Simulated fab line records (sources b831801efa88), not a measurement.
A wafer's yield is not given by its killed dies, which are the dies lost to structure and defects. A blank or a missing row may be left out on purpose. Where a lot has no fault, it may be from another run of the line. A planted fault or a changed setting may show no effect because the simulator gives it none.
Chamber matching ; flow sfqLine ; SFQ_TRILAYER_I1_CMP_CMP_046 on cmp-02 has 4 sister chambers
The step polishes SiO2. 8 wafers are shown with their chamber, then 8 later ones without.

== WAFERS, EACH WITH ITS CHAMBER ==
wafer;chamber;motorCurrentA (A);timeToEndpointS (s)
L333.3;2;9.9;217
L337.2;1;12.8;221
L337.5;3;10.1;224
L338.1;2;9.7;212
L338.6;1;14.3;228
L339.1;3;9.7;213
L339.3;0;9.3;213
L339.5;0;8.8;221

== WAFERS WITHOUT THEIR CHAMBER ==
wafer;motorCurrentA (A);timeToEndpointS (s)
L340.1;13.5;227
L340.2;9.3;227
L340.3;9.9;219
L342.3;9.6;213
L342.4;10.0;217
L342.5;10.1;212
L343.4;13.2;226
L343.5;10.1;214

== EACH ONE'S CHAMBER ==
wafer;from the rows above;in truth
L340.1;1;1
L340.2;can't be placed: 0 or 3 or 2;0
L340.3;can't be placed: 3 or 2 or 0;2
L342.3;can't be placed: 2 or 3 or 0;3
L342.4;can't be placed: 3 or 2 or 0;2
L342.5;can't be placed: 2 or 3 or 0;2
L343.4;1;1
L343.5;can't be placed: 2 or 3 or 0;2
Correctly placed: 2 of 8. From these rows, 6 cannot be placed; in 6 the true chamber is one of the candidates. Wrongly placed: 0.
How it was worked out, from the rows above alone: a wafer's distance from a chamber is the root of the sum, over the readings, of the square of ((its reading less the chamber's mean) divided by the reading's scatter). The wafer belongs to the nearest chamber; if the next one is less than 2 further off, it can't be placed. The mean given for a chamber averages the wafers shown for that chamber. The scatter is the square root of a quotient: the sum, over the shown wafers, of each reading's squared deviation from its chamber's mean, divided by wafers minus chambers.
